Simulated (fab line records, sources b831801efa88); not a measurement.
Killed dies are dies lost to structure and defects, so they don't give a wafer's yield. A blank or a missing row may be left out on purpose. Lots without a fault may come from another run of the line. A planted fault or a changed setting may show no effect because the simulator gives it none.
A struck lot beside a sound one | flow sky130 | 17 steps out of a route of 708
Sound: wafers L131.1, L131.3, L131.6. Struck: wafers L135.3, L135.4, L135.5. The cause comes at the end.
At each step with rows: each side's tool, then ch and its chambers, then its first start. Under that, the readings that differ: sound wafers | struck wafers | difference of the means | sigmas: that difference in standard deviations of wafers without a fault.
alike: readings whose means differ by less than 2 such deviations, and words and numbers that are the same on both sides. not compared: withheld readings, readings that some wafer has no value for, bounds like >300 that may hide the same value, and numbers for which the record gives no deviation and whose values overlap.
The two part at a step that has a row with sigmas, a row that says differs or no value, or rows on one side only. Numbers that don't overlap but have no deviation are shown without sigmas and don't part them. A reading that every wafer of one side lacks parts them only if that side has two wafers or more.

first, 5 steps without rows for these wafers: SKY_SD_N_COAT_02 (resist thk 1140 nm); SKY_SD_N_SOFTBAKE_03 (time 60 s); SKY_SD_N_EXPOSE_04 (exposes mask NSDM, target cd 380 nm); SKY_SD_N_PEB_05; SKY_SD_N_DEVELOP_06 (develop time 60 s).
SKY_SD_N_CD_MEAS_07: target cd 380 nm.
  sound on cd_sem-02, day 28 05:59; struck on cd_sem-02, day 29 10:29
  reading    | sound             | struck            | difference | sigmas
  cd_nm (nm) | 379.2 377.4 377.9 | 383.0 380.5 383.2 | +4.1       | +2
SKY_SD_N_OVL_MEAS_08:
  sound on overlay-02, day 28 06:07; struck on overlay-02, day 29 10:35
  alike: SD_N_OVL
then, 2 steps without rows for these wafers: SKY_SD_N_IMPLANT_09; SKY_SD_N_IMPLANT_10.
SKY_SD_N_STRIP_11: strips in O2/N2.
  sound on plasma_asher-02 ch 0,1, day 28 06:27; struck on plasma_asher-04 ch 0,1, day 29 10:56
  alike: drypump_motor_current_A, oes_product_au, strip_time_to_endpoint_s
  not compared: rf_hours_counter_h
SKY_SD_N_TW_MEAS_12:
  sound on film_metro-04, day 28 06:33; struck on film_metro-01, day 29 11:01
  alike: SD_N_TW
then, 1 step without rows for these wafers: SKY_SD_N_CLEAN_13 (cleans in SC1/SC2, time 150 s).
SKY_SD_N_RTA_14: time 2 s.
  sound on rtp_anneal-02 ch 0, day 28 06:40; struck on rtp_anneal-02 ch 0, day 29 11:08
  reading            | sound                | struck               | difference | sigmas
  lamp_power_pct (%) | 15.76 15.72 15.77    | 16.54 16.54 16.49    | +0.77      | +15
  wafer_temp_C_max   | 1076.4 1077.3 1079.8 | 1106.8 1106.7 1107.9 | +29.3      | +23
SKY_SD_N_RS_MEAS_16: measures by four-point-probe.
  sound on film_metro-02, day 28 06:50; struck on film_metro-02, day 29 11:19
  reading          | sound             | struck            | difference | sigmas
  SD_N_RS (ohm/sq) | 68.71 68.80 68.84 | 63.31 63.37 63.27 | -5.47      | -42
SKY_SD_N_RS_MEAS_17: measures by four-point-probe.
  sound on film_metro-02, day 28 06:57; struck on film_metro-02, day 29 11:26
  reading          | sound             | struck            | difference | sigmas
  SD_P_RS (ohm/sq) | 147.4 147.4 147.5 | 122.1 121.9 122.2 | -25.4      | -65
SKY_SD_N_RS_MEAS_18: measures by four-point-probe.
  sound on film_metro-02, day 28 07:04; struck on film_metro-02, day 29 11:34
  reading               | sound             | struck            | difference | sigmas
  RES_XHIGH_RS (ohm/sq) | 335.0 335.3 334.5 | 331.4 331.8 332.8 | -2.9       | -2
-- the record jumps here: 18 days lie between the struck wafers' starts before and after (it left off in module SD_N and takes up again in module PAD_OPEN, whose first step shown is number 708 of the route) --
SKY_PAD_OPEN_PROBE_99:
  sound on prober-01, day 46 05:09; struck on prober-01, day 47 00:38
  reading                              | sound             | struck            | difference | sigmas
  model.etest.res_xhigh_po.line_ohm_um | 5616 5606 5426    | 4575 4571 4516    | -995       |
  model.etest.res_xhigh_po.rs_ohm_sq   | 1919 1998 1927    | 1586 1586 1552    | -373       |
  model.etest.pfet_01v8.r_on_ohm_um    | 2757 2881 2923    | 2564 2671 2569    | -252       |
  model.etest.res_pdiff.line_ohm_um    | 1416 1358 1366    | 1154 1167 1153    | -222       |
  model.etest.res_high_po.line_ohm_um  | 748.4 743.7 721.1 | 627.7 629 628.9   | -109.2     |
  model.etest.licon_high_po.rc_ohm     | 325.1 343.6 330.4 | 250.9 256.9 246.5 | -81.6      |
  model.etest.res_ndiff.line_ohm_um    | 791.5 761 767.3   | 728 722 724.5     | -48        |
  alike: killed_at_M0_to_M3, killed_at_M4_up, killed_at_contacts, killed_at_front_end, killed_at_other, killed_dies, killed_open, killed_short
  not compared: model.etest.pfet_g5v0d10v5.r_on_ohm_um

WHERE THEY PART
First at SKY_SD_N_CD_MEAS_07; last, within this record, at SKY_SD_N_RS_MEAS_18. Later steps at which nothing parts them and some readings are alike: SKY_PAD_OPEN_PROBE_99.

WHY: what the simulator had put in
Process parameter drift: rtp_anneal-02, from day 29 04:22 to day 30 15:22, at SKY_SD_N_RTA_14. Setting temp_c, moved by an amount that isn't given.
